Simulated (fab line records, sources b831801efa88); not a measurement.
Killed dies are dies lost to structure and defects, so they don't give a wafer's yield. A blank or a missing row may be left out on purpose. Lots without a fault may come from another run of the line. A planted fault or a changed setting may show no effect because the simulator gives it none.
fab line records | flow sky130
record lots=7 wafers=21 last_day=50
route steps=708 shown VIA1@467 PAD_OPEN@708
lots that met no fault: from a run of the same line without faults
start_h: hours from the record's first day to the start of the lot's first wafer shown | wait_h: hours since the lot's step before | " the same as in the row above | L1.1+2: a row that stands for several wafers | - no value, or no start given | * or withheld: withheld | < > ~ a bound
route shown NAME@n: a module of which the file shows steps, and the number in the route of the first | usual: mean/standard deviation of fault-free wafers | same: alike in all rows | chamber/n: place in a boat | sites: the reading at each site | _std_site: their standard deviation | _edge_site: outer sites' mean less inner sites' | radius_mm: how far each site lies from the wafer's centre | mask NAME#n: copy n | behind: the tool/chamber that last shaped the wafer | hold: why the lot was held/for how many hours/how that ended | device: the transistor (n, p or np) that didn't switch | end of line: the same wafers' tests at the end of the route | a step without rows: its recipe alone | killed: dies lost to structure and defects at the first sort, not the wafer's yield | map: a wafer's dies, x killed, . not, _ none there
set.NAME: the setting as run; set.NAME@STEP: as run at that earlier step | model.NAME: the simulator's own value behind a step, which no gauge read
lots at some steps of the route; a table a step, a row a wafer
services: from which hour (start_h, from the record's first day; less than 0 if before it) a tool's chamber was out of use, for how many hours, and why
## steps
# step SKY_VIA1_EXPOSE_09
# recipe mask_id=VIM na=0.8 source_shape=annular sigma_inner=0.55 sigma_outer=0.85 target_cd_nm=150 dose_mj=38
# step SKY_VIA1_PEB_10
# recipe peb_temp_c=withheld peb_time_s=withheld resist=KrF-thick
# step SKY_VIA1_DEVELOP_11
# recipe develop_time_s=60 resist=KrF-thick dev_temp_c=21
# step SKY_VIA1_CD_MEAS_12
# recipe target_cd_nm=150
# usual cd_nm=150.2/1.7
# columns lot.wafer tool chamber start_h wait_h cd_nm
L846.2 cd_sem-01 - 798.47 - 150.3
L846.4 " - " " 151.5
L846.5 " - " " 152.2
L848.1 cd_sem-01 - 816.35 - 149.5
L848.5 " - " " 148.7
L848.6 " - " " 150.0
L849.1 cd_sem-01 - 833.36 - 150.3
L849.4 " - " " 154.2
L849.6 " - " " 152.9
L850.1 cd_sem-02 - 846.25 - 149.7
L850.3 " - " " 152.7
L850.6 " - " " 150.2
L858.1 cd_sem-02 - 901.15 - 152.2
L858.2 " - " " 153.9
L858.5 " - " " 153.3
L862.1 cd_sem-02 - 928.52 - 148.9
L862.4 " - " " 147.2
L862.5 " - " " 148.5
L864.2 cd_sem-01 - 947.47 - 152.9
L864.5 " - " " 151.0
L864.6 " - " " 151.8
# step SKY_VIA1_OVL_MEAS_13
# usual VIA1_OVL=2/5.3
# columns lot.wafer tool chamber start_h wait_h VIA1_OVL[nm]
L846.2 overlay-01 - 798.57 0.1 0
L846.4 " - " " 1
L846.5 " - " " 1
L848.1 overlay-01 - 816.47 0.1 -2
L848.5 " - " " 2
L848.6 " - " " 0
L849.1 overlay-02 - 833.48 0.1 10
L849.4 " - " " 10
L849.6 " - " " 9
L850.1 overlay-01 - 846.37 0.1 2
L850.3 " - " " 3
L850.6 " - " " -9
L858.1 overlay-01 - 901.27 0.1 4
L858.2 " - " " 2
L858.5 " - " " 7
L862.1 overlay-02 - 928.64 0.1 4
L862.4 " - " " 4
L862.5 " - " " 3
L864.2 overlay-02 - 947.58 0.1 10
L864.5 " - " " 6
L864.6 " - " " 6
# step SKY_VIA1_ETCH_14
# recipe chemistry=N2/H2 target=BARC ion_energy_ev=200 source_w=500 bias_w=100 pressure_mtorr=30 n2_flow_sccm=100 h2_flow_sccm=200 stop_on=SiO2 time_s=45.9 target_depth_a=600
# usual bias_w=100.1/0.3 drypump_motor_current_A=5.8/0.38 oes_product_au=0.854/0.0046 throttle_valve_pct=13.225/0.0078
# columns lot.wafer tool chamber start_h wait_h bias_w drypump_motor_current_A oes_product_au rf_hours_counter_h throttle_valve_pct
L846.2 rie_diel-01 2 798.60 0.0 100.3 6.0 0.841 6 13.234
L846.4 " 3 " " 100.2 5.4 0.860 6 13.229
L846.5 " 1 " " 99.8 5.7 0.855 - 13.226
L848.1 rie_diel-01 2 816.50 0.0 100.0 5.9 0.853 7 13.232
L848.5 " 0 " " 100.2 5.5 0.858 - 13.215
L848.6 " 1 " " 100.0 5.7 0.853 - 13.234
L849.1 rie_diel-01 2 833.52 0.0 100.4 5.9 0.855 7 13.220
L849.4 " 1 " " 100.4 5.7 0.855 13 13.232
L849.6 " 2 " " 100.4 6.0 0.853 - 13.221
L850.1 rie_diel-04 3 846.40 0.0 99.5 5.7 0.858 3 13.228
L850.3 " 0 " " 100.1 6.3 0.857 7 13.233
L850.6 " 3 " " 99.5 5.7 0.858 - 13.231
L858.1 rie_diel-01 3 901.31 0.0 100.4 5.4 0.847 9 13.223
L858.2 " 2 " " 100.5 6.0 0.856 9 13.219
L858.5 " 1 " " 99.7 5.7 0.851 - 13.208
L862.1 rie_diel-01 1 928.67 0.0 100.1 5.7 0.861 15 13.228
L862.4 " 0 " " 100.2 5.5 0.862 6 13.232
L862.5 " 3 " " 100.1 5.4 0.855 - 13.224
L864.2 rie_diel-01 2 947.61 0.0 99.7 6.0 0.851 10 13.212
L864.5 " 2 " " 100.1 6.1 0.848 - 13.234
L864.6 " 1 " " 100.4 5.8 0.857 - 13.217
# step SKY_VIA1_ETCH_15
# recipe target=SiO2 chemistry=C4F8/O2/Ar target_depth_nm=351 stop_on=TiN mask_material=KrF-thick source_w=1500 bias_w=1200 pressure_mtorr=40 c4f8_flow_sccm=withheld O2_flow_sccm=6 Ar_flow_sccm=300 time_s=54
# usual bias_w=1200/3.9 oes_product_au=0.982/0.0066
# columns lot.wafer tool chamber start_h wait_h bias_w oes_product_au rf_hours_counter_h
L846.2 rie_diel-01 2 798.64 0.0 1195 0.987 6
L846.4 " 3 " " 1200 0.986 6
L846.5 " 1 " " 1194 0.987 -
L848.1 rie_diel-01 2 816.54 0.0 1195 0.984 7
L848.5 " 0 " " 1202 0.972 -
L848.6 " 1 " " 1205 0.985 -
L849.1 rie_diel-01 2 833.56 0.0 1194 0.984 7
L849.4 " 1 " " 1207 0.995 13
L849.6 " 2 " " 1198 0.984 -
L850.1 rie_diel-04 3 846.45 0.0 1201 0.994 3
L850.3 " 0 " " 1206 0.967 7
L850.6 " 3 " " 1201 0.981 -
L858.1 rie_diel-01 3 901.35 0.0 1195 0.971 9
L858.2 " 2 " " 1197 0.986 9
L858.5 " 1 " " 1203 0.980 -
L862.1 rie_diel-01 1 928.71 0.0 1200 0.985 15
L862.4 " 0 " " 1198 0.982 6
L862.5 " 3 " " 1202 0.979 -
L864.2 rie_diel-01 2 947.65 0.0 1198 0.972 10
L864.5 " 2 " " 1197 0.982 -
L864.6 " 1 " " 1195 0.985 -
# step SKY_VIA1_STRIP_16
# recipe chemistry=O2/N2 power_w=1400 pressure_mtorr=1500 platen_temp_c=withheld o2_flow_sccm=3000 n2_flow_sccm=300 overash_fraction=0.5
# usual drypump_motor_current_A=5.9/0.34 oes_product_au=0.415/0.0045 strip_time_to_endpoint_s=4.457/0.026
# columns lot.wafer tool chamber start_h wait_h drypump_motor_current_A oes_product_au rf_hours_counter_h strip_time_to_endpoint_s
L846.2 plasma_asher-02 0 798.69 0.0 6.1 0.414 37 4.459
L846.4 " 0 " " 6.1 0.410 - 4.449
L846.5 " 1 " " 5.6 0.409 - 4.460
L848.1 plasma_asher-04 1 816.59 0.0 6.4 0.415 98 4.462
L848.5 " 1 " " 6.3 0.413 - 4.455
L848.6 " 0 " " 5.5 0.407 - 4.438
L849.1 plasma_asher-03 0 833.61 0.0 5.5 0.410 9 4.469
L849.4 " 0 " " 5.5 0.410 - 4.437
L849.6 " 0 " " 5.5 0.418 - 4.467
L850.1 plasma_asher-03 1 846.49 0.0 6.1 0.411 10 4.418
L850.3 " 1 " " 6.1 0.414 - 4.456
L850.6 " 1 " " 6.1 0.412 - 4.406
L858.1 plasma_asher-04 1 901.39 0.0 6.3 0.413 107 4.449
L858.2 " 0 " " 5.4 0.412 107 4.455
L858.5 " 0 " " 5.4 0.411 - 4.468
L862.1 plasma_asher-02 1 928.76 0.0 5.6 0.418 48 4.486
L862.4 " 0 " " 6.1 0.415 - 4.469
L862.5 " 1 " " 5.6 0.420 - 4.504
L864.2 plasma_asher-04 1 947.69 0.0 6.4 0.420 111 4.459
L864.5 " 1 " " 6.4 0.419 - 4.452
L864.6 " 0 " " 5.4 0.409 - 4.482
# step SKY_VIA1_STRIP_17
# recipe chemistry=post_etch_residue_remover time_s=1200 temp_c=72.5
# step SKY_VIA1_CLEAN_18
# recipe chemistry=IPA time_s=180 temp_c=25
# step SKY_VIA1_CLEAN_19
# recipe chemistry=O3/DIW dry=n2_spin
# step SKY_VIA1_SPUTTER_20
# recipe material=TiN target_thk_nm=20 chamber_pressure_pa=5 power_w=4000 time_s=80
# usual throttle_valve_pct=30.0/0.91
# columns lot.wafer tool chamber start_h wait_h throttle_valve_pct
L846.2 pvd_sputter-02 - 799.30 0.0 28.7
L846.4 " - " " 28.7
L846.5 " - " " 29.3
L848.1 pvd_sputter-01 - 817.20 0.0 30.3
L848.5 " - " " 30.3
L848.6 " - " " 28.9
L849.1 pvd_sputter-03 - 834.20 0.0 29.6
L849.4 " - " " 29.8
L849.6 " - " " 29.8
L850.1 pvd_sputter-03 - 847.09 0.0 30.6
L850.3 " - " " 30.1
L850.6 " - " " 29.6
L858.1 pvd_sputter-02 - 901.99 0.0 31.0
L858.2 " - " " 28.8
L858.5 " - " " 29.2
L862.1 pvd_sputter-03 - 929.40 0.0 30.7
L862.4 " - " " 29.9
L862.5 " - " " 30.8
L864.2 pvd_sputter-03 - 948.35 0.0 29.8
L864.5 " - " " 29.9
L864.6 " - " " 30.8
# step SKY_VIA1_CVD_21
# recipe material=W target_thk_nm=270 time_s=80.902 temp_c=400 pressure_torr=40
# usual chamber_pressure_Torr=40.01/0.088 heater_power_outer_w=543/27 heater_power_w=888/28
# columns lot.wafer tool chamber start_h wait_h chamber_pressure_Torr heater_power_outer_w heater_power_w
L846.2 cvd_w-02 0 799.36 0.0 39.94 543 850
L846.4 " 1 " " 40.09 568 863
L846.5 " 1 " " 40.17 579 892
L848.1 cvd_w-02 0 817.26 0.0 - - -
L848.5 " 0 " " - - -
L848.6 " 1 " " - - -
L849.1 cvd_w-02 1 834.27 0.0 - - -
L849.4 " 0 " " - - -
L849.6 " 1 " " - - -
L850.1 cvd_w-01 0 847.15 0.0 - - -
L850.3 " 0 " " - - -
L850.6 " 1 " " - - -
L858.1 cvd_w-01 1 902.05 0.0 39.74 556 934
L858.2 " 0 " " 40.04 522 887
L858.5 " 1 " " 40.07 540 915
L862.1 cvd_w-02 0 929.46 0.0 40.02 563 888
L862.4 " 0 " " 40.07 541 861
L862.5 " 0 " " 39.99 534 887
L864.2 cvd_w-01 0 948.42 0.0 40.03 485 863
L864.5 " 1 " " 39.98 534 870
L864.6 " 0 " " 40.07 482 839
# step SKY_VIA1_RS_MEAS_22
# recipe thk_meas_gauge=four-point-probe reads=W_of_VIA1_CVD_21+TiN_of_VIA1_SPUTTER_20
# usual VIA1_W_RS=0.424/0.0072
# columns lot.wafer tool chamber start_h wait_h VIA1_W_RS[ohm/sq]
L846.2 film_metro-02 - 799.47 0.1 0.432
L846.4 " - " " 0.419
L846.5 " - " " 0.414
L848.1 film_metro-04 - 817.35 0.1 57.061
L848.5 " - " " 57.112
L848.6 " - " " 56.639
L849.1 film_metro-04 - 834.36 0.1 58.670
L849.4 " - " " 57.801
L849.6 " - " " 58.576
L850.1 film_metro-04 - 847.24 0.1 57.608
L850.3 " - " " 58.267
L850.6 " - " " 57.338
L858.1 film_metro-01 - 902.14 0.1 0.425
L858.2 " - " " 0.431
L858.5 " - " " 0.424
L862.1 film_metro-02 - 929.55 0.1 0.435
L862.4 " - " " 0.434
L862.5 " - " " 0.433
L864.2 film_metro-04 - 948.53 0.1 0.422
L864.5 " - " " 0.414
L864.6 " - " " 0.419
# step SKY_VIA1_THK_MEAS_23
# recipe thk_meas_gauge=xrf reads=W_of_VIA1_CVD_21
# usual VIA1_W_THK=273/4.5
# columns lot.wafer tool chamber start_h wait_h VIA1_W_THK[nm]
L846.2 film_metro-02 - 799.58 0.1 268
L846.4 " - " " 278
L846.5 " - " " 280
L848.1 film_metro-04 - 817.47 0.1 <0
L848.5 " - " " <0
L848.6 " - " " <0
L849.1 film_metro-04 - 834.48 0.1 <0
L849.4 " - " " <0
L849.6 " - " " <0
L850.1 film_metro-04 - 847.36 0.1 <0
L850.3 " - " " <0
L850.6 " - " " <0
L858.1 film_metro-01 - 902.26 0.1 272
L858.2 " - " " 268
L858.5 " - " " 272
L862.1 film_metro-02 - 929.67 0.1 268
L862.4 " - " " 268
L862.5 " - " " 269
L864.2 film_metro-04 - 948.64 0.1 272
L864.5 " - " " 277
L864.6 " - " " 275
# step SKY_VIA1_CMP_24
# recipe stop_on=SiO2 t_overpolish_s=15 down_force_psi=3.5 platen_rpm=60 target_thk_nm=0 pad_velocity_m_s=0.94248
# usual motor_current_A=10.4/0.87 time_to_endpoint_s=66/4.7
# columns lot.wafer tool chamber start_h wait_h motor_current_A time_to_endpoint_s
L846.4 cmp-01 3 799.63 0.0 10.4 65
L846.2 " 1 " " 8.6 67
L846.5 " 3 " " 10.2 69
L848.1 cmp-02 0 817.68 0.2 9.3 4
L848.6 " 1 " " 10.4 5
L848.5 " 2 " " 11.5 4
L849.1 cmp-02 3 834.64 0.1 11.0 8
L849.4 " 0 " " 10.3 3
L849.6 " 1 " " 11.2 4
L850.3 cmp-01 3 847.42 0.0 10.4 6
L850.1 " 2 " " 11.0 4
L850.6 " 0 " " 9.9 4
L858.2 cmp-02 2 902.32 0.0 10.7 60
L858.1 " 1 " " 11.1 65
L858.5 " 2 " " 11.2 62
L862.4 cmp-02 2 929.73 0.0 10.8 61
L862.1 " 1 " " 11.4 62
L862.5 " 3 " " 11.2 61
L864.2 cmp-01 3 948.84 0.2 10.7 73
L864.6 " 0 " " 10.2 68
L864.5 " 1 " " 8.9 75
# step SKY_PAD_OPEN_PROBE_99
# usual defect_limited_yield=82.4/1.9 killed_at_M0_to_M3=44/7.2 killed_at_M4_up=3.1/1.8 killed_at_contacts=25/5.2 killed_at_front_end=15/3.9 killed_at_other=0.2/0.5 killed_dies=86/9.5 killed_on_rim=17/3.5 killed_open=47/7.3 killed_short=40/6 sort_bin_3_pad_short=0.8/0.44 sort_bin_5_function=10.4/1.5 sort_bin_6_memory=6.3/1.1 sort_n_pass=406/9.5 sort_yield_pct=82.4/1.9
# same gross_dies=492 killed_at_back_side=0 sort_bin_4_leakage[%]=0 sort_bin_8_speed[%]=0
# columns lot.wafer tool chamber start_h wait_h defect_limited_yield[%] killed_at_M0_to_M3 killed_at_M4_up killed_at_contacts killed_at_front_end killed_at_other killed_dies killed_on_rim killed_open killed_short sort_bin_3_pad_short[%] sort_bin_5_function[%] sort_bin_6_memory[%] sort_n_pass sort_yield_pct[%]
L846.2 prober-02 - 1078.63 0.1 79.5 52 4 23 22 0 101 13 53 48 1.0 12.6 6.9 391 79.5
L846.4 prober-02 - 1078.73 0.2 79.9 55 5 23 15 1 99 19 51 48 0.8 12.4 6.9 393 79.9
L846.5 prober-02 - 1078.78 0.2 85.2 37 5 21 10 0 73 16 33 40 0.6 9.8 4.5 419 85.2
L848.1 prober-02 - 1095.58 0.1 0 449 5 18 20 0 492 96 34 46 0.8 92.9 6.3 0 0
L848.5 prober-02 - 1095.78 0.2 0 437 8 30 17 0 492 96 56 48 0.6 93.5 5.9 0 0
L848.6 prober-02 - 1095.83 0.2 0 455 1 19 17 0 492 96 39 42 1.0 92.1 6.9 0 0
L849.1 prober-01 - 1105.36 0.1 0 456 2 27 7 0 492 96 34 43 0 92.5 7.5 0 0
L849.4 prober-01 - 1105.51 0.2 0 449 3 24 16 0 492 96 30 57 1.4 92.3 6.3 0 0
L849.6 prober-01 - 1105.61 0.2 0 449 4 23 16 0 492 96 48 44 1.0 92.5 6.5 0 0
L850.1 prober-02 - 1118.77 0.1 0 458 2 15 16 1 492 96 41 33 0.2 93.3 6.5 0 0
L850.3 prober-02 - 1118.87 0.2 0 450 5 20 17 0 492 96 39 40 1.4 92.9 5.7 0 0
L850.6 prober-02 - 1119.02 0.2 0 457 1 21 13 0 492 96 43 30 0.4 93.7 5.9 0 0
L858.1 prober-01 - 1157.89 0.1 78.9 58 1 32 12 1 104 18 63 41 0.6 11.8 8.7 388 78.9
L858.2 prober-01 - 1157.94 0.1 80.3 43 4 31 19 0 97 20 53 44 0.6 11.0 8.1 395 80.3
L858.5 prober-01 - 1158.09 0.2 80.1 52 1 27 18 0 98 17 59 39 0.6 11.8 7.5 394 80.1
L862.1 prober-01 - 1178.12 0.1 82.3 44 0 31 12 0 87 11 53 34 0.4 10.8 6.5 405 82.3
L862.4 prober-01 - 1178.27 0.2 83.5 46 1 17 17 0 81 18 46 35 0.8 9.6 6.1 411 83.5
L862.5 prober-01 - 1178.32 0.2 81.9 41 3 30 14 1 89 23 51 38 0.4 11.6 6.1 403 81.9
L864.2 prober-02 - 1188.43 0.1 81.7 43 4 23 20 0 90 23 45 45 1.0 12.8 4.5 402 81.7
L864.5 prober-02 - 1188.58 0.2 85.2 30 2 22 19 0 73 19 34 39 1.4 8.9 4.5 419 85.2
L864.6 prober-02 - 1188.63 0.2 80.7 56 0 27 11 1 95 23 50 45 0.2 13.4 5.7 397 80.7
# killed by level:class
L846.2 VIA1:geometric_particle:open=11 METAL2:geometric_particle:short=9 LI_CONTACT:geometric_particle:open=8 VIA3:geometric_particle:open=8 FIELD_ISO:geometric_particle:open=7 VIA1:geometric_particle:short=6 VIA2:geometric_particle:open=6 CONTACT:geometric_particle:short=5
L846.4 VIA1:geometric_particle:open=16 VIA2:geometric_particle:open=8 METAL2:geometric_particle:short=8 CONTACT:geometric_particle:open=7 VIA3:geometric_particle:open=6 VIA1:geometric_particle:short=6 FIELD_ISO:geometric_particle:short=5 METAL4:geometric_particle:short=5
L846.5 VIA3:geometric_particle:open=8 CONTACT:geometric_particle:short=8 VIA1:geometric_particle:open=6 METAL2:geometric_particle:short=6 LI_CONTACT:geometric_particle:open=5 POLY_GATE:geometric_particle:short=4 CONTACT:geometric_particle:open=4 METAL1:geometric_particle:short=4
L848.1 VIA1:area_cvd=412 FIELD_ISO:geometric_particle:short=6 VIA3:geometric_particle:open=6 METAL2:geometric_particle:short=6 VIA2:geometric_particle:open=5 POLY_GATE:geometric_particle:short=5 LI_CONTACT:geometric_particle:open=5 METAL3:geometric_particle:short=5
L848.5 VIA1:area_cvd=388 CONTACT:geometric_particle:open=13 VIA1:geometric_particle:open=11 METAL1:geometric_particle:short=8 LI_CONTACT:geometric_particle:open=6 VIA1:geometric_particle:short=6 METAL2:geometric_particle:short=5 VIA3:geometric_particle:open=5
L848.6 VIA1:area_cvd=411 VIA1:geometric_particle:open=10 VIA3:geometric_particle:open=8 CONTACT:geometric_particle:open=7 METAL2:geometric_particle:short=7 METAL1:geometric_particle:short=5 METAL3:geometric_particle:short=5 POLY_GATE:geometric_particle:short=4
L849.1 VIA1:area_cvd=415 CONTACT:geometric_particle:open=9 LI_CONTACT:geometric_particle:open=7 VIA2:geometric_particle:short=6 VIA2:geometric_particle:open=6 VIA1:geometric_particle:short=5 CONTACT:geometric_particle:short=5 METAL2:geometric_particle:short=5
L849.4 VIA1:area_cvd=405 METAL1:geometric_particle:short=12 CONTACT:geometric_particle:open=9 VIA1:geometric_particle:short=9 LI_CONTACT:geometric_particle:short=6 FIELD_ISO:geometric_particle:short=5 VIA2:geometric_particle:open=5 METAL2:geometric_particle:short=5
L849.6 VIA1:area_cvd=400 VIA1:geometric_particle:open=11 VIA3:geometric_particle:open=10 CONTACT:geometric_particle:open=8 LI_CONTACT:geometric_particle:short=7 METAL1:geometric_particle:short=6 METAL2:geometric_particle:short=6 LI_CONTACT:geometric_particle:open=5
L850.1 VIA1:area_cvd=418 FIELD_ISO:geometric_particle:open=7 LI_CONTACT:geometric_particle:open=6 VIA1:geometric_particle:short=6 VIA2:geometric_particle:open=6 CONTACT:geometric_particle:open=5 VIA1:geometric_particle:open=5 METAL2:geometric_particle:short=5
L850.3 VIA1:area_cvd=413 VIA1:geometric_particle:open=10 CONTACT:geometric_particle:open=8 VIA2:geometric_particle:open=8 FIELD_ISO:geometric_particle:short=5 LI_CONTACT:geometric_particle:open=5 METAL3:geometric_particle:short=4 METAL1:geometric_particle:short=4
L850.6 VIA1:area_cvd=419 VIA3:geometric_particle:open=8 VIA1:geometric_particle:open=6 LI_CONTACT:geometric_particle:open=6 LOCAL_INTERCONNECT:geometric_particle:short=6 CONTACT:geometric_particle:short=5 METAL1:geometric_particle:short=5 FIELD_ISO:geometric_particle:open=4
L858.1 VIA1:geometric_particle:open=18 LI_CONTACT:geometric_particle:open=10 VIA3:geometric_particle:open=10 CONTACT:geometric_particle:open=9 CONTACT:geometric_particle:short=7 VIA2:geometric_particle:short=7 LOCAL_INTERCONNECT:geometric_particle:short=5 VIA1:geometric_particle:short=5
L858.2 VIA1:geometric_particle:open=11 CONTACT:geometric_particle:open=10 LI_CONTACT:geometric_particle:open=9 VIA2:geometric_particle:open=8 METAL1:geometric_particle:short=7 FIELD_ISO:geometric_particle:open=6 LOCAL_INTERCONNECT:geometric_particle:short=5 VIA1:geometric_particle:short=5
L858.5 VIA1:geometric_particle:open=19 CONTACT:geometric_particle:open=8 CONTACT:geometric_particle:short=6 LI_CONTACT:geometric_particle:open=6 VIA3:geometric_particle:open=6 METAL1:geometric_particle:short=6 VIA1:geometric_particle:short=6 FIELD_ISO:geometric_particle:open=5
L862.1 VIA2:geometric_particle:open=10 CONTACT:geometric_particle:open=10 VIA1:geometric_particle:open=10 LOCAL_INTERCONNECT:geometric_particle:short=8 METAL1:geometric_particle:short=8 FIELD_ISO:geometric_particle:open=6 LI_CONTACT:geometric_particle:open=6 CONTACT:geometric_particle:short=4
L862.4 LI_CONTACT:geometric_particle:open=8 VIA2:geometric_particle:open=6 VIA1:geometric_particle:open=6 VIA1:geometric_particle:short=6 VIA3:geometric_particle:open=6 POLY_GATE:geometric_particle:short=5 METAL2:geometric_particle:short=4 CONTACT:geometric_particle:open=4
L862.5 VIA1:geometric_particle:open=13 CONTACT:geometric_particle:open=12 METAL1:geometric_particle:short=10 LI_CONTACT:geometric_particle:open=6 LOCAL_INTERCONNECT:geometric_particle:short=6 POLY_GATE:geometric_particle:short=4 METAL2:geometric_particle:short=4 VIA2:geometric_particle:open=4
L864.2 VIA1:geometric_particle:open=12 LI_CONTACT:geometric_particle:open=7 CONTACT:geometric_particle:open=6 METAL1:geometric_particle:short=6 FIELD_ISO:geometric_particle:short=5 CONTACT:geometric_particle:short=5 VIA3:geometric_particle:open=5 POLY_GATE:geometric_particle:short=4
L864.5 CONTACT:geometric_particle:open=7 LI_CONTACT:geometric_particle:open=6 METAL1:geometric_particle:short=6 LOCAL_INTERCONNECT:geometric_particle:short=5 VIA2:geometric_particle:open=5 POLY_GATE:geometric_particle:open=4 POLY_GATE:geometric_particle:short=4 VIA2:geometric_particle:short=4
L864.6 VIA2:geometric_particle:open=11 CONTACT:geometric_particle:short=7 CONTACT:geometric_particle:open=7 VIA1:geometric_particle:open=7 VIA1:geometric_particle:short=7 VIA3:geometric_particle:open=7 METAL1:geometric_particle:short=5 VIA2:geometric_particle:short=5
# map L848.1 (x killed, . not)
__________xxxxxxxxxx_________
________xxxxxxxxxxxxxx_______
______xxxxxxxxxxxxxxxxxx_____
_____xxxxxxxxxxxxxxxxxxxx____
____xxxxxxxxxxxxxxxxxxxxxx___
___xxxxxxxxxxxxxxxxxxxxxxxx__
__xxxxxxxxxxxxxxxxxxxxxxxxxx_
_xxxxxxxxxxxxxxxxxxxxxxxxxxxx
_xxxxxxxxxxxxxxxxxxxxxxxxxxxx
_xxxxxxxxxxxxxxxxxxxxxxxxxxxx
_xxxxxxxxxxxxxxxxxxxxxxxxxxxx
_xxxxxxxxxxxxxxxxxxxxxxxxxxxx
_xxxxxxxxxxxxxxxxxxxxxxxxxxxx
_xxxxxxxxxxxxxxxxxxxxxxxxxxxx
_xxxxxxxxxxxxxxxxxxxxxxxxxxxx
__xxxxxxxxxxxxxxxxxxxxxxxxxx_
___xxxxxxxxxxxxxxxxxxxxxxxx__
____xxxxxxxxxxxxxxxxxxxxxx___
_____xxxxxxxxxxxxxxxxxxxx____
______xxxxxxxxxxxxxxxxxx_____
________xxxxxxxxxxxxxx_______
__________xxxxxxxxxx_________
# map L849.1 (x killed, . not)
__________xxxxxxxxxx_________
________xxxxxxxxxxxxxx_______
______xxxxxxxxxxxxxxxxxx_____
_____xxxxxxxxxxxxxxxxxxxx____
____xxxxxxxxxxxxxxxxxxxxxx___
___xxxxxxxxxxxxxxxxxxxxxxxx__
__xxxxxxxxxxxxxxxxxxxxxxxxxx_
_xxxxxxxxxxxxxxxxxxxxxxxxxxxx
_xxxxxxxxxxxxxxxxxxxxxxxxxxxx
_xxxxxxxxxxxxxxxxxxxxxxxxxxxx
_xxxxxxxxxxxxxxxxxxxxxxxxxxxx
_xxxxxxxxxxxxxxxxxxxxxxxxxxxx
_xxxxxxxxxxxxxxxxxxxxxxxxxxxx
_xxxxxxxxxxxxxxxxxxxxxxxxxxxx
_xxxxxxxxxxxxxxxxxxxxxxxxxxxx
__xxxxxxxxxxxxxxxxxxxxxxxxxx_
___xxxxxxxxxxxxxxxxxxxxxxxx__
____xxxxxxxxxxxxxxxxxxxxxx___
_____xxxxxxxxxxxxxxxxxxxx____
______xxxxxxxxxxxxxxxxxx_____
________xxxxxxxxxxxxxx_______
__________xxxxxxxxxx_________
## services
# columns tool chamber start_h hours kind
rie_diel-01 1 781.26 4.7 repair
cmp-01 - 782.77 6.5 pm
cvd_w-01 0 808.75 2.4 repair
cmp-02 - 825.01 0.3 repair
cmp-01 - 828.08 0.4 repair
cvd_w-01 - 828.93 0.9 repair
pvd_sputter-03 3 832.59 - consumable_replace:kit
pvd_sputter-03 3 832.59 18.0 scheduled_down
pvd_sputter-03 3 832.59 18.0 vent_cycle
cmp-01 - 840.32 3.9 repair
cvd_w-02 1 844.92 16.4 repair
cmp-02 - 858.69 2.2 repair
rie_diel-04 2 863.49 8.6 repair
plasma_asher-02 - 872.94 14.6 pm
rie_diel-01 1 878.10 1.7 repair
rie_diel-04 0 882.02 5.0 repair
rie_diel-04 1 886.93 14.7 repair
cvd_w-01 - 904.00 14.0 pm
cmp-02 - 908.55 2.2 repair
cmp-02 - 920.52 1.4 repair
cmp-01 - 922.82 4.0 pm
pvd_sputter-02 - 939.27 0.7 repair
rie_diel-01 1 939.36 1.3 repair
pvd_sputter-01 - 944.39 1.8 repair
## key
first_sign step=SKY_VIA1_CVD_21 reading=tool_record direction=missing
effect step=SKY_VIA1_RS_MEAS_22 reading=VIA1_W_RS direction=up sigmas=99+ usual=0.424 struck=57.675
effect step=SKY_VIA1_THK_MEAS_23 reading=VIA1_W_THK direction=down sigmas=60 usual=273 struck=<0
effect step=SKY_VIA1_CMP_24 reading=time_to_endpoint_s direction=down sigmas=13 usual=* struck=*
effect step=SKY_PAD_OPEN_PROBE_99 reading=killed_at_M0_to_M3 direction=up sigmas=56 usual=44 struck=451
more_kills_born_at SKY_VIA1_CVD_21@cvd_w-02=2415 SKY_VIA1_CVD_21@cvd_w-01=1246
met_at SKY_VIA1_CVD_21
struck_wafers L848.1,L848.5,L848.6,L849.1,L849.4,L849.6,L850.1,L850.3,L850.6
later_rows_left_out L848.1,L848.5,L848.6,L849.1,L849.4,L849.6,L850.1,L850.3,L850.6
onset_between 799.36 817.26
fault kind=skipped_step_whole tool=cvd_w-01,cvd_w-02 chamber=- onset_h=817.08 steps=SKY_VIA1_CVD_21 scope=struck_lots_only
# later_rows_left_out: the simulator's readings of these wafers behind a module that went badly wrong aren't trusted and aren't shown, but for the sort
